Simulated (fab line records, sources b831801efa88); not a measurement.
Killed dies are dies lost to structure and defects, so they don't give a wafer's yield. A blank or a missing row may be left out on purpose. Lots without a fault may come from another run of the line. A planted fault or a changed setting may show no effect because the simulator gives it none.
Which tool did it? | flow gf180mcu | 12 lots, 36 wafers sampled, at 5 steps of a route of 602

WHAT THE GAUGES READ, wafer by wafer
GF_V5_RS_MEAS_24: measures by four-point-probe. Usual: V5_W_RS 0.3259 ohm/sq, standard deviation 0.0028.
lot  | measured     | on            | V5_W_RS (ohm/sq)     | flag
L337 | day 27 05:54 | film_metro-04 | 0.3292 0.3266 0.3229 |
L339 | day 28 04:21 | film_metro-02 | 0.3254 0.3239 0.3267 |
L342 | day 29 03:53 | film_metro-04 | 0.3294 0.3297 0.3325 |
L343 | day 29 05:49 | film_metro-02 | 0.3296 0.3282 0.3245 |
L346 | day 30 01:38 | film_metro-04 | 0.3258 0.3216 0.3272 |
L350 | day 31 02:57 | film_metro-01 | 0.3269 0.3250 0.3239 |
L353 | day 32 02:03 | film_metro-01 | 0.3222 0.3203 0.3225 |
L355 | day 32 13:41 | film_metro-02 | 0.3177 0.3198 0.3229 |
L357 | day 33 00:28 | film_metro-04 | 0.3268 0.3274 0.3253 |
L356 | day 33 02:05 | film_metro-01 | 0.3254 0.3256 0.3261 |
L358 | day 33 03:45 | film_metro-01 | 0.3266 0.3241 0.3290 |
L360 | day 33 16:26 | film_metro-01 | 0.3262 0.3259 0.3232 |

GF_TOP_METAL_RS_MEAS_05: measures by four-point-probe. Usual: TOP_METAL_ALCU_RS 0.0327 ohm/sq, standard deviation 0.00041.
lot  | measured     | on            | TOP_METAL_ALCU_RS (ohm/sq)                | flag
L337 | day 27 06:36 | film_metro-01 | 0.0327 0.0327 0.0327                      |
L339 | day 28 05:04 | film_metro-04 | 0.0320 0.0326 0.0323                      |
L342 | day 29 04:35 | film_metro-04 | 0.0332 0.0328 0.0333 0.0331 0.0328 0.0333 |
L343 | day 29 06:31 | film_metro-04 | 0.0332 0.0330 0.0334 0.0332 0.0330 0.0334 |
L346 | day 30 02:20 | film_metro-04 | 0.0331 0.0331 0.0334                      |
L350 | day 31 03:39 | film_metro-04 | 0.0327 0.0328 0.0331                      |
L353 | day 32 02:56 | film_metro-04 | 0.0334 0.0328 0.0336                      |
L355 | day 32 14:23 | film_metro-04 | 0.0326 0.0324 0.0331                      |
L357 | day 33 01:10 | film_metro-03 | 0.0324 0.0322 0.0323                      |
L356 | day 33 02:47 | film_metro-01 | 0.0332 0.0327 0.0333                      |
L358 | day 33 04:27 | film_metro-03 | 0.0327 0.0329 0.0329                      |
L360 | day 33 17:08 | film_metro-04 | 0.0330 0.0323 0.0325                      |

WHICH TOOL RAN EACH LOT (tool, then ch and the chambers of the sampled wafers, then the start)
lot  | GF_V5_CMP_04                  | GF_V5_ETCH_17                                 | GF_TOP_METAL_SPUTTER_01
L337 | cmp-01 ch 0,1,3, day 26 08:01 | rie_diel-02 ch 0,3, day 27 05:54 or earlier   | pvd_sputter-01, day 27 06:29
L339 | cmp-01 ch 0,2,3, day 27 07:24 | rie_diel-01 ch 1,2,3, day 28 04:21 or earlier | pvd_sputter-01, day 28 04:56
L342 | cmp-02 ch 1,2, day 28 06:27   | rie_diel-01 ch 1,2, day 29 03:53 or earlier   | pvd_sputter-02, day 29 04:26
L343 | cmp-01 ch 1,3, day 28 09:13   | rie_diel-02 ch 0,2, day 29 05:49 or earlier   | pvd_sputter-01, day 29 06:23
L346 | cmp-01 ch 0,2,3, day 29 04:40 | rie_diel-04 ch 0,1,2, day 30 01:38 or earlier | pvd_sputter-01, day 30 02:13
L350 | cmp-02 ch 0,3, day 30 07:12   | rie_diel-01 ch 1,2,3, day 31 02:57 or earlier | pvd_sputter-01, day 31 03:32
L353 | cmp-02 ch 1,3, day 31 07:32   | rie_diel-04 ch 0,2,3, day 32 02:03 or earlier | pvd_sputter-02, day 32 02:49
L355 | cmp-01 ch 0,3, day 31 20:02   | rie_diel-02 ch 0,1,2, day 32 13:41 or earlier | pvd_sputter-02, day 32 14:15
L357 | cmp-02 ch 0,3, day 32 06:32   | rie_diel-04 ch 0,1, day 33 00:28 or earlier   | pvd_sputter-03, day 33 01:01
L356 | cmp-01 ch 1,3, day 32 08:17   | rie_diel-04 ch 2,3, day 33 02:05 or earlier   | pvd_sputter-02, day 33 02:37
L358 | cmp-02 ch 0,2,3, day 32 09:54 | rie_diel-04 ch 2,3, day 33 03:45 or earlier   | pvd_sputter-01, day 33 04:20
L360 | cmp-01 ch 0,2,3, day 32 23:24 | rie_diel-02 ch 0,3, day 33 16:26 or earlier   | pvd_sputter-02, day 33 16:59
- GF_V5_CMP_04: polishes SiO2.
- GF_V5_ETCH_17: etches SiO2 in C4F8/O2/Ar, stops on TiN, target depth 855 nm.
- GF_TOP_METAL_SPUTTER_01: material TiN, target thk 30 nm, time 25 s.

WHAT THE TOOLS THEMSELVES READ (means of the sampled wafers that have a number; where no wafer has one, the mark that the record gives instead)
GF_V5_CMP_04. Usual: edge_zone_pressure_frac 1.000, standard deviation 0.0051; motor_current_A 11.7 A, standard deviation 1.2; slurry_filter_dp_kPa 13.51 kPa, standard deviation 0.14.
lot  | tool   | edge_zone_pressure_frac | motor_current_A (A) | slurry_filter_dp_kPa (kPa) | flag
L337 | cmp-01 | 0.997                   | 12.3                | 13.34                      |
L339 | cmp-01 | 0.996                   | 11.4                | 13.44                      |
L342 | cmp-02 | 1.004                   | 11.2                | 13.47                      |
L343 | cmp-01 | 1.004                   | 12.0                | 13.43                      |
L346 | cmp-01 | 1.004                   | 11.4                | 13.58                      |
L350 | cmp-02 | 0.997                   | 11.1                | 13.54                      |
L353 | cmp-02 | 0.996                   | 11.0                | 13.44                      |
L355 | cmp-01 | 0.999                   | 11.9                | 13.61                      |
L357 | cmp-02 | 0.998                   | 11.5                | 13.36                      |
L356 | cmp-01 | 0.997                   | 12.6                | 13.45                      |
L358 | cmp-02 | 1.001                   | 11.9                | 13.48                      |
L360 | cmp-01 | 0.998                   | 11.3                | 13.52                      |

GF_V5_ETCH_17. Usual: oes_product_au 0.860 a.u., standard deviation 0.0043.
lot  | tool        | oes_product_au (a.u.) | flag
L337 | rie_diel-02 | 0.858                 |
L339 | rie_diel-01 | 0.862                 |
L342 | rie_diel-01 | 0.857                 |
L343 | rie_diel-02 | 0.859                 |
L346 | rie_diel-04 | 0.856                 |
L350 | rie_diel-01 | 0.863                 |
L353 | rie_diel-04 | 0.861                 |
L355 | rie_diel-02 | 0.859                 |
L357 | rie_diel-04 | 0.860                 |
L356 | rie_diel-04 | 0.865                 |
L358 | rie_diel-04 | 0.862                 |
L360 | rie_diel-02 | 0.859                 |

GF_TOP_METAL_SPUTTER_01. Usual: cathode_dc_power_W 6499.9 W, standard deviation 1.2; chamber_pressure_pa 0.3999 Pa, standard deviation 0.00072; throttle_valve_pct 30.3 %, standard deviation 1.1.
lot  | tool           | cathode_dc_power_W (W) | chamber_pressure_pa (Pa) | throttle_valve_pct (%) | flag
L337 | pvd_sputter-01 | 6500.5                 | 0.4004                   | 31.1                   |
L339 | pvd_sputter-01 | 6499.7                 | 0.3995                   | 31.0                   |
L342 | pvd_sputter-02 | -                      | -                        | -                      | OFF
L343 | pvd_sputter-01 | -                      | -                        | -                      | OFF
L346 | pvd_sputter-01 | 6498.8                 | 0.3997                   | 31.0                   |
L350 | pvd_sputter-01 | 6500.1                 | 0.3995                   | 28.9                   |
L353 | pvd_sputter-02 | 6500.0                 | 0.3999                   | 29.7                   |
L355 | pvd_sputter-02 | 6500.2                 | 0.3995                   | 30.3                   |
L357 | pvd_sputter-03 | 6499.1                 | 0.4011                   | 30.7                   |
L356 | pvd_sputter-02 | 6500.2                 | 0.4003                   | 30.1                   |
L358 | pvd_sputter-01 | 6500.5                 | 0.3998                   | 30.9                   |
L360 | pvd_sputter-02 | 6499.4                 | 0.4000                   | 30.7                   |

THE ANSWER, worked out from the rows above alone
Rule: a lot is off if the mean of its wafers that have a number lies more than 3 standard deviations from the usual mean. A lot without any number at a reading at which 4 lots or more have one is off too. The other lots that the step has rows for count as sound. The gauges are gone through in route order, then the tools' own readings, and for those a lot's mean is taken as printed above. The first step at which some lot is off is used, and at that step the reading that is off furthest; a lot without a number counts as furthest.
Off: L342, L343, at GF_TOP_METAL_SPUTTER_01 (cathode_dc_power_W). Without a number there: L342, L343.
A tool fits if, at that step or a process step before it, it ran every lot that is off, and no sound lot after the first of them. GF_V5_ETCH_17 gives no start for some lots, so the hours and the order of its lots are those of GF_V5_RS_MEAS_24. None of those tried fits.

WHAT THE SIMULATOR HAD PUT IN
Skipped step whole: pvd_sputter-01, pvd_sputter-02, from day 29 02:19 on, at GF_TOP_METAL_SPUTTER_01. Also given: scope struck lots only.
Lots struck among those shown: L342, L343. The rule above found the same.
